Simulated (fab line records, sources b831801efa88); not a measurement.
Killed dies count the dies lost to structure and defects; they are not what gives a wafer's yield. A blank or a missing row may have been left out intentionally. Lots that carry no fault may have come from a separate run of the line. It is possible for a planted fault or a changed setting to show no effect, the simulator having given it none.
fab line records + flow sky130
record:
- lots: 5
- wafers: 15
- last-day: 50
route steps=708 shown LDD_HVP@283 LDD_LDN@289
lots with no fault: from the same line, run without faults
start-h: hours from the record's opening day to when the first of the lot's shown wafers began + wait-h: hours since the lot's step before + " the same as in the row above + L1.1+2: one row covering several wafers at once + - no value present, or no start provided + * or withheld: withheld + < > ~ a bound
route shown NAME@n: names a module that has steps shown in the file, with the first one's number in the route + usual: mean/standard deviation of fault-free wafers + same: alike in all rows + chamber/n: place in a boat + sites: each site's reading + _std_site: how widely they spread, as a standard deviation + _edge_site: the outer-site mean with the inner-site mean subtracted + radius-mm: for every site, how far away it sits from the centre of the wafer + mask NAME#n: copy n + behind: tool/chamber where the wafer was last shaped + hold: the reason the lot was held/the length of the hold in hours/how it ended + device: transistor that didn't switch, given as n, p or np + end of line: the same wafers' tests at the end of the route + where a step has no rows: the recipe by itself + killed: dies lost to structure and defects at the first sort, not the wafer's yield + map: per-die view of a wafer (x killed, . not killed, _ where there is no die)
set.NAME: the setting the step ran with; set.NAME@STEP: the setting that earlier step ran with + model.NAME: the simulator's own value behind a step, which no gauge read
a table for each step, a row for each wafer; lots at some steps of the route
services: from which hour (start-h, from the record's first day; less than 0 if before it) a tool's chamber was out of use, for how many hours, and why
== steps ==
step: SKY_LDD_HVP_PEB_05
recipe:
- temp-c: withheld
- time-s: *
- resist: NOVOLAK
step: SKY_LDD_HVP_DEVELOP_06
recipe:
- resist: NOVOLAK
- developer: TMAH
- develop-time-s: 60
- dev-temp-c: 23
step: SKY_LDD_HVP_OVL_MEAS_07
usual:
- LDD_HVP_OVL: 0.8/1.2
| lot.wafer | tool       | chamber | start-h | wait-h | LDD_HVP_OVL[nm] |
|-----------|------------|---------|---------|--------|-----------------|
| L968.2    | overlay-02 | -       | 517.48  | 0.1    | 1.7             |
| L968.3    | "          | -       | "       | "      | 2.4             |
| L968.6    | "          | -       | "       | "      | 3.1             |
| L975.3    | overlay-01 | -       | 568.91  | 0.1    | 2.0             |
| L975.4    | "          | -       | "       | "      | 0.6             |
| L975.5    | "          | -       | "       | "      | 1.6             |
| L985.1    | overlay-02 | -       | 664.78  | 0.1    | -0.3            |
| L985.2    | "          | -       | "       | "      | 0.7             |
| L985.4    | "          | -       | "       | "      | -1.0            |
| L988.1    | overlay-01 | -       | 675.41  | 0.1    | 2.2             |
| L988.4    | "          | -       | "       | "      | 0.9             |
| L988.5    | "          | -       | "       | "      | 1.4             |
| L989.1    | overlay-01 | -       | 687.33  | 0.1    | 1.2             |
| L989.3    | "          | -       | "       | "      | -0.2            |
| L989.5    | "          | -       | "       | "      | 1.1             |
step: SKY_LDD_HVP_IMPLANT_08
recipe:
- species: B
- energy-kev: 20
- dose-cm2: 1.7e+13
- tilt-deg: 17.9
step: SKY_LDD_HVP_STRIP_09
recipe:
- chemistry: O2/N2
- power-w: 1400
- pressure-mtorr: 1500
- platen-temp-c: withheld
- o2-flow-sccm: 3000
- n2-flow-sccm: 300
- overash-fraction: 0.5
usual:
- drypump-motor-current-A: 5.56/0.25
- n2-flow-sccm: 299.7/1.3
- oes-product-au: 0.408/0.0043
- strip-time-to-endpoint-s: 4.135/0.013
| lot.wafer | tool            | chamber | start-h | wait-h | drypump-motor-current-A | n2-flow-sccm | oes-product-au | rf-hours-counter-h | strip-time-to-endpoint-s |
|-----------|-----------------|---------|---------|--------|-------------------------|--------------|----------------|--------------------|--------------------------|
| L968.2    | plasma-asher-04 | 0       | 517.66  | 0.1    | 6.08                    | 299.5        | 0.413          | 37                 | 4.116                    |
| L968.3    | "               | 1       | "       | "      | 5.66                    | 299.1        | 0.411          | -                  | 4.124                    |
| L968.6    | "               | 0       | "       | "      | 6.05                    | 299.3        | 0.413          | -                  | 4.141                    |
| L975.3    | plasma-asher-01 | 1       | 569.12  | 0.1    | 5.43                    | 301.4        | 0.407          | -                  | 4.124                    |
| L975.4    | "               | 0       | "       | "      | 5.56                    | 299.9        | 0.415          | -                  | 4.153                    |
| L975.5    | "               | 0       | "       | "      | 5.52                    | 300.3        | 0.407          | -                  | 4.138                    |
| L985.1    | plasma-asher-01 | 1       | 664.96  | 0.1    | 5.42                    | 301.2        | 0.398          | 95                 | 4.102                    |
| L985.2    | "               | 0       | "       | "      | 5.52                    | 299.4        | 0.404          | 95                 | 4.113                    |
| L985.4    | "               | 1       | "       | "      | 5.43                    | 302.0        | 0.405          | -                  | 4.124                    |
| L988.1    | plasma-asher-03 | 0       | 675.60  | 0.1    | 5.20                    | 299.7        | 0.406          | 25                 | 4.133                    |
| L988.4    | "               | 1       | "       | "      | 5.93                    | 299.5        | 0.401          | -                  | 4.112                    |
| L988.5    | "               | 0       | "       | "      | 5.21                    | 299.2        | 0.402          | -                  | 4.118                    |
| L989.1    | plasma-asher-01 | 0       | 687.51  | 0.1    | 5.55                    | 298.5        | 0.414          | 97                 | 4.151                    |
| L989.3    | "               | 0       | "       | "      | 5.53                    | 299.4        | 0.403          | -                  | 4.145                    |
| L989.5    | "               | 1       | "       | "      | 5.40                    | 299.5        | 0.407          | -                  | 4.157                    |
step: SKY_LDD_HVP_TW_MEAS_10
usual:
- LDD_HVP_TW: 455.4/2.3
| lot.wafer | tool          | chamber | start-h | wait-h | LDD_HVP_TW |
|-----------|---------------|---------|---------|--------|------------|
| L968.2    | film-metro-01 | -       | 517.77  | 0.1    | 457.2      |
| L968.3    | "             | -       | "       | "      | 456.7      |
| L968.6    | "             | -       | "       | "      | 452.1      |
| L975.3    | film-metro-02 | -       | 569.20  | 0.1    | 453.8      |
| L975.4    | "             | -       | "       | "      | 456.1      |
| L975.5    | "             | -       | "       | "      | 455.7      |
| L985.1    | film-metro-03 | -       | 665.06  | 0.1    | 452.9      |
| L985.2    | "             | -       | "       | "      | 451.4      |
| L985.4    | "             | -       | "       | "      | 451.6      |
| L988.1    | film-metro-02 | -       | 675.70  | 0.1    | 457.9      |
| L988.4    | "             | -       | "       | "      | 456.2      |
| L988.5    | "             | -       | "       | "      | 457.2      |
| L989.1    | film-metro-02 | -       | 687.61  | 0.1    | 457.1      |
| L989.3    | "             | -       | "       | "      | 457.4      |
| L989.5    | "             | -       | "       | "      | 457.7      |
step: SKY_LDD_LDN_DEHYDRATE_00
recipe:
- temp-c: 200
- time-s: 60
step: SKY_LDD_LDN_HMDS_01
recipe:
- prime-time-s: 60
- prime-temp-c: 120
step: SKY_LDD_LDN_COAT_02
recipe:
- resist: NOVOLAK
- spin-rpm: 3000
- resist-thk-nm: 1140
step: SKY_LDD_LDN_SOFTBAKE_03
recipe:
- temp-c: 90
- time-s: 60
- resist: NOVOLAK
step: SKY_LDD_LDN_EXPOSE_04
recipe:
- mask-id: LDNTM
- na: 0.6
- source-shape: conventional
- sigma-outer: 0.6
- polarization: unpolarized
- target-cd-nm: 700
- dose-mj: 140
step: SKY_LDD_LDN_PEB_05
recipe:
- temp-c: withheld
- time-s: *
- resist: NOVOLAK
step: SKY_LDD_LDN_DEVELOP_06
recipe:
- resist: NOVOLAK
- developer: TMAH
- develop-time-s: 60
- dev-temp-c: 23
| lot.wafer  | tool           | chamber | start-h | wait-h |
|------------|----------------|---------|---------|--------|
| L968.2+3+6 | litho-track-01 | 0       | 547.82  | 0.1    |
| L975.3+4+5 | litho-track-01 | 0       | 598.40  | 0.1    |
| L985.1+2+4 | litho-track-04 | 0       | 692.43  | 0.1    |
| L988.1+4+5 | litho-track-01 | 0       | 703.40  | 0.1    |
| L989.1+3+5 | litho-track-01 | 0       | 716.00  | 0.1    |
step: SKY_LDD_LDN_OVL_MEAS_07
usual:
- LDD_LDN_OVL: 1.1/1.4
| lot.wafer | tool       | chamber | start-h | wait-h | LDD_LDN_OVL[nm] |
|-----------|------------|---------|---------|--------|-----------------|
| L968.2    | overlay-02 | -       | 547.95  | 0.1    | 2.6             |
| L968.3    | "          | -       | "       | "      | 2.4             |
| L968.6    | "          | -       | "       | "      | 3.2             |
| L975.3    | overlay-02 | -       | 598.51  | 0.1    | -0.7            |
| L975.4    | "          | -       | "       | "      | -0.4            |
| L975.5    | "          | -       | "       | "      | -               |
| L985.1    | overlay-02 | -       | 692.58  | 0.1    | 0.8             |
| L985.2    | "          | -       | "       | "      | 1.5             |
| L985.4    | "          | -       | "       | "      | 0.2             |
| L988.1    | overlay-02 | -       | 703.55  | 0.1    | 2.5             |
| L988.4    | "          | -       | "       | "      | 2.5             |
| L988.5    | "          | -       | "       | "      | 0.7             |
| L989.1    | overlay-01 | -       | 716.15  | 0.1    | 0.0             |
| L989.3    | "          | -       | "       | "      | 1.0             |
| L989.5    | "          | -       | "       | "      | 0.8             |
step: SKY_LDD_LDN_IMPLANT_08
recipe:
- species: As
- energy-kev: 15
- dose-cm2: 1.25e+13
- tilt-deg: withheld
- rotation-deg: 23
step: SKY_LDD_LDN_IMPLANT_09
recipe:
- species: As
- energy-kev: 15
- dose-cm2: 1.25e+13
- tilt-deg: withheld
- rotation-deg: 113
step: SKY_LDD_LDN_IMPLANT_10
recipe:
- species: As
- energy-kev: 15
- dose-cm2: 1.25e+13
- tilt-deg: withheld
- rotation-deg: 203
step: SKY_LDD_LDN_IMPLANT_11
recipe:
- species: As
- energy-kev: 15
- dose-cm2: 1.25e+13
- tilt-deg: withheld
- rotation-deg: 293
step: SKY_LDD_LDN_STRIP_12
recipe:
- chemistry: O2/N2
- power-w: 1400
- pressure-mtorr: 1500
- platen-temp-c: withheld
- o2-flow-sccm: 3000
- n2-flow-sccm: 300
- overash-fraction: 0.5
usual:
- drypump-motor-current-A: 5.67/0.29
- n2-flow-sccm: 300.0/0.94
- oes-product-au: 0.716/0.0047
- strip-time-to-endpoint-s: 14.17/0.038
| lot.wafer | tool            | chamber | start-h | wait-h | drypump-motor-current-A | n2-flow-sccm | oes-product-au | rf-hours-counter-h | strip-time-to-endpoint-s |
|-----------|-----------------|---------|---------|--------|-------------------------|--------------|----------------|--------------------|--------------------------|
| L968.2    | plasma-asher-04 | 0       | 548.58  | 0.1    | 6.12                    | 301.0        | 0.715          | 40                 | 14.18                    |
| L968.3    | "               | 0       | "       | "      | 6.08                    | 300.9        | 0.724          | -                  | 14.17                    |
| L968.6    | "               | 1       | "       | "      | 5.65                    | 301.1        | 0.712          | -                  | 14.14                    |
| L975.3    | plasma-asher-02 | 0       | 599.17  | 0.1    | 5.36                    | 298.4        | 0.720          | -                  | 14.22                    |
| L975.4    | "               | 1       | "       | "      | 5.72                    | 299.8        | 0.716          | -                  | 14.14                    |
| L975.5    | "               | 1       | "       | "      | 5.73                    | 298.8        | 0.720          | -                  | 14.17                    |
| L985.1    | plasma-asher-02 | 1       | 693.21  | 0.1    | 5.70                    | 300.4        | 0.713          | 88                 | 14.19                    |
| L985.2    | "               | 0       | "       | "      | 5.38                    | 300.6        | 0.715          | 88                 | 14.17                    |
| L985.4    | "               | 0       | "       | "      | 5.34                    | 299.0        | 0.721          | -                  | 14.17                    |
| L988.1    | plasma-asher-02 | 0       | 704.18  | 0.1    | 5.36                    | 299.9        | 0.720          | 90                 | 14.21                    |
| L988.4    | "               | 1       | "       | "      | 5.68                    | 298.2        | 0.715          | -                  | 14.21                    |
| L988.5    | "               | 1       | "       | "      | 5.71                    | 298.2        | 0.718          | -                  | 14.15                    |
| L989.1    | plasma-asher-02 | 0       | 716.78  | 0.1    | 5.36                    | 298.7        | 0.714          | 91                 | 14.20                    |
| L989.3    | "               | 1       | "       | "      | 5.72                    | 299.8        | 0.712          | -                  | 14.18                    |
| L989.5    | "               | 1       | "       | "      | 5.71                    | 300.0        | 0.714          | -                  | 14.16                    |
step: SKY_LDD_LDN_TW_MEAS_13
usual:
- LDD_LDN_TW: 1470/9.1
| lot.wafer | tool          | chamber | start-h | wait-h | LDD_LDN_TW |
|-----------|---------------|---------|---------|--------|------------|
| L968.2    | film-metro-01 | -       | 548.69  | 0.1    | 1466       |
| L968.3    | "             | -       | "       | "      | 1477       |
| L968.6    | "             | -       | "       | "      | 1468       |
| L975.3    | film-metro-01 | -       | 599.25  | 0.1    | 1473       |
| L975.4    | "             | -       | "       | "      | 1471       |
| L975.5    | "             | -       | "       | "      | 30         |
| L985.1    | film-metro-04 | -       | 693.31  | 0.1    | 1455       |
| L985.2    | "             | -       | "       | "      | 1453       |
| L985.4    | "             | -       | "       | "      | 1463       |
| L988.1    | film-metro-01 | -       | 704.28  | 0.1    | 1474       |
| L988.4    | "             | -       | "       | "      | 1486       |
| L988.5    | "             | -       | "       | "      | 1485       |
| L989.1    | film-metro-01 | -       | 716.88  | 0.1    | 1478       |
| L989.3    | "             | -       | "       | "      | 1483       |
| L989.5    | "             | -       | "       | "      | 1483       |
step: SKY_LDD_LDN_CLEAN_14
recipe:
- chemistry: SC1/SC2
- mix: 1:4:20
- temp-c: 70
- time-s: 150
- dry: n2-spin
== services ==
| tool            | chamber | start-h | hours | kind   |
|-----------------|---------|---------|-------|--------|
| plasma-asher-04 | -       | 499.83  | 2.5   | repair |
| plasma-asher-01 | -       | 563.99  | 1.2   | repair |
| plasma-asher-02 | -       | 612.07  | 2.8   | pm     |
| plasma-asher-03 | -       | 700.71  | 2.8   | pm     |
| plasma-asher-03 | -       | 706.02  | 11.1  | repair |
== key ==
first-sign:
- step: SKY_LDD_LDN_OVL_MEAS_07
- reading: LDD_LDN_OVL
- direction: missing
effect:
- step: SKY_LDD_LDN_TW_MEAS_13
- reading: LDD_LDN_TW
- direction: down
- sigmas: 99+
- usual: 1470
- struck: 30
met-at SKY_LDD_LDN_DEVELOP_06
struck-wafers L975.5
sort-left-out L975.5
tester-left-out L975
onset-between 547.82 598.40
fault:
- kind: process-parameter-drift
- tool: litho-track-01
- chamber: -
- onset-h: 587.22
- steps: SKY_LDD_LDN_DEVELOP_06
- channel: develop-time-s
- offset: *
- shape: step
- end-h: 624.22
- scope: struck-wafers-only
- acts-in: *
- stated: *
tester-left-out: of these lots the tester's yield and bins aren't shown, on N5 and GAA mostly nor the transistor test; their killed dies are dies lost to structure and defects alone, not to doping, threshold or leakage, so they don't give the yield
sort-left-out: the simulated sort isn't trusted on such a fault, so these wafers' sort isn't shown, and their yield isn't known
